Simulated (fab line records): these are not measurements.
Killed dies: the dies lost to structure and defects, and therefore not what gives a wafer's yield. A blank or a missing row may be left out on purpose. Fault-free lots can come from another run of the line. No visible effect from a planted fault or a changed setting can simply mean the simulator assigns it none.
The tool behind it: which one? / flow sky130 / 11 lots with 33 wafers sampled at 4 steps, on a route of 708 steps

WHAT THE GAUGES READ, wafer by wafer
SKY_FIELD_ISO_THK_MEAS_25.
lot=L696; measured=day 2 12:34; on=film-metro-03; FIELD_ISO_CVD_24_THK (nm)=601 607 609
lot=L697; measured=day 2 19:28; on=film-metro-04; FIELD_ISO_CVD_24_THK (nm)=595 594 595
lot=L698; measured=day 2 22:04; on=film-metro-03; FIELD_ISO_CVD_24_THK (nm)=599 608 596
lot=L700; measured=day 4 03:57; on=film-metro-04; FIELD_ISO_CVD_24_THK (nm)=605 604 602
lot=L702; measured=day 4 05:07; on=film-metro-01; FIELD_ISO_CVD_24_THK (nm)=597 603 602
lot=L704; measured=day 4 09:59; on=film-metro-03; FIELD_ISO_CVD_24_THK (nm)=595 595 598
lot=L705; measured=day 4 13:54; on=film-metro-01; FIELD_ISO_CVD_24_THK (nm)=588 600 598
lot=L709; measured=day 5 10:08; on=film-metro-03; FIELD_ISO_CVD_24_THK (nm)=638 640 636 637 641 637
lot=L711; measured=day 6 04:06; on=film-metro-04; FIELD_ISO_CVD_24_THK (nm)=638 633 638 638 633 639
lot=L712; measured=day 6 04:06; on=film-metro-03; FIELD_ISO_CVD_24_THK (nm)=600 601 603
lot=L717; measured=day 7 06:41; on=film-metro-03; FIELD_ISO_CVD_24_THK (nm)=600 604 598

WHAT TOOL EACH LOT RAN ON (gives the tool, then ch and the chambers of the sampled wafers, and finally the start)
lot=L696; SKY_FIELD_ISO_ETCH_14=rie-diel-03 ch 1,2,3, day 2 10:11; SKY_FIELD_ISO_ETCH_15=rie-diel-03 ch 1,2,3, day 2 10:14; SKY_FIELD_ISO_CVD_24=hdpcvd-02 ch 0,1,2, day 2 12:28
lot=L697; SKY_FIELD_ISO_ETCH_14=rie-diel-04 ch 1,3, day 2 15:31; SKY_FIELD_ISO_ETCH_15=rie-diel-04 ch 1,3, day 2 15:34; SKY_FIELD_ISO_CVD_24=hdpcvd-01 ch 0,1,2, day 2 19:24
lot=L698; SKY_FIELD_ISO_ETCH_14=rie-diel-04 ch 0,3, day 2 19:56; SKY_FIELD_ISO_ETCH_15=rie-diel-04 ch 0,3, day 2 19:59; SKY_FIELD_ISO_CVD_24=hdpcvd-02 ch 0,1, day 2 22:00
lot=L700; SKY_FIELD_ISO_ETCH_14=rie-diel-03 ch 0,1,3, day 4 01:29; SKY_FIELD_ISO_ETCH_15=rie-diel-03 ch 0,1,3, day 4 01:32; SKY_FIELD_ISO_CVD_24=hdpcvd-02 ch 1,2, day 4 03:52
lot=L702; SKY_FIELD_ISO_ETCH_14=rie-diel-04 ch 0,1,3, day 4 02:08; SKY_FIELD_ISO_ETCH_15=rie-diel-04 ch 0,1,3, day 4 02:11; SKY_FIELD_ISO_CVD_24=hdpcvd-02 ch 0,2, day 4 05:02
lot=L704; SKY_FIELD_ISO_ETCH_14=rie-diel-04 ch 0,3, day 4 06:46; SKY_FIELD_ISO_ETCH_15=rie-diel-04 ch 0,3, day 4 06:49; SKY_FIELD_ISO_CVD_24=hdpcvd-01 ch 1,2, day 4 09:54
lot=L705; SKY_FIELD_ISO_ETCH_14=rie-diel-01 ch 1,2, day 4 10:08; SKY_FIELD_ISO_ETCH_15=rie-diel-01 ch 1,2, day 4 10:11; SKY_FIELD_ISO_CVD_24=hdpcvd-01 ch 0,2, day 4 13:50
lot=L709; SKY_FIELD_ISO_ETCH_14=rie-diel-01 ch 2,3, day 5 06:10; SKY_FIELD_ISO_ETCH_15=rie-diel-01 ch 2,3, day 5 06:13; SKY_FIELD_ISO_CVD_24=hdpcvd-02 ch 0,2, day 5 10:04
lot=L711; SKY_FIELD_ISO_ETCH_14=rie-diel-04 ch 0,2,3, day 5 18:08; SKY_FIELD_ISO_ETCH_15=rie-diel-04 ch 0,2,3, day 5 18:11; SKY_FIELD_ISO_CVD_24=hdpcvd-02 ch 0,2, day 6 04:02
lot=L712; SKY_FIELD_ISO_ETCH_14=rie-diel-03 ch 0,2,3, day 5 20:14; SKY_FIELD_ISO_ETCH_15=rie-diel-03 ch 0,2,3, day 5 20:17; SKY_FIELD_ISO_CVD_24=hdpcvd-01 ch 0,1,2, day 6 04:02
lot=L717; SKY_FIELD_ISO_ETCH_14=rie-diel-04 ch 1,3, day 7 01:25; SKY_FIELD_ISO_ETCH_15=rie-diel-04 ch 1,3, day 7 01:28; SKY_FIELD_ISO_CVD_24=hdpcvd-01 ch 1,2, day 7 06:37
- SKY_FIELD_ISO_ETCH_14: etches BARC in N2/H2, stops on SiO2, time 45.9 s, target depth 60 nm.
- SKY_FIELD_ISO_ETCH_15: etches the open film in CHF3/O2, stops on Si, target depth 180 nm, time 72 s.
- SKY_FIELD_ISO_CVD_24: deposits SiO2, target thk 595 nm, time 99.2 s.

THE ANSWER, worked out from the rows above alone
Rule: usual is defined by the lots themselves. The widest of any qualifying gaps counts: lots, ordered by their means at a reading, are off when they make up no more than a third of the lots, leave a main group of 4 or more, and stand apart from it by 3 or more times the standard deviation of that group's means. Not used: any main group whose means are identical at the precision the tables above print for the reading. Also off: a lot with no number at a reading for which 4 or more lots have one. Where the step has rows for the other lots, those lots are counted as sound.
Off: L709, L711, seen at SKY_FIELD_ISO_THK_MEAS_25 (FIELD_ISO_CVD_24_THK). The main group: mean 600 nm, standard deviation 3.6.
If a tool, at a process step before that reading, ran all the lots that are off and no sound lot after the first of them, it fits. The gauges at SKY_FIELD_ISO_THK_MEAS_25 are tried like those tools. One fits: SKY_FIELD_ISO_CVD_24 on hdpcvd-02. Its last sound lot is L702 (day 4 05:02), its first lot that is off L709 (day 5 10:04): a fault that began between those two fits.

WHAT THE SIMULATOR HAD INSERTED
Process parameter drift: hdpcvd-02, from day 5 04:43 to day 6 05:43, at SKY_FIELD_ISO_CVD_24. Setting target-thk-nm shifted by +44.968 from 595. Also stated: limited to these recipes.
Shown lots that were struck: L709, L711. The rule above found the same.
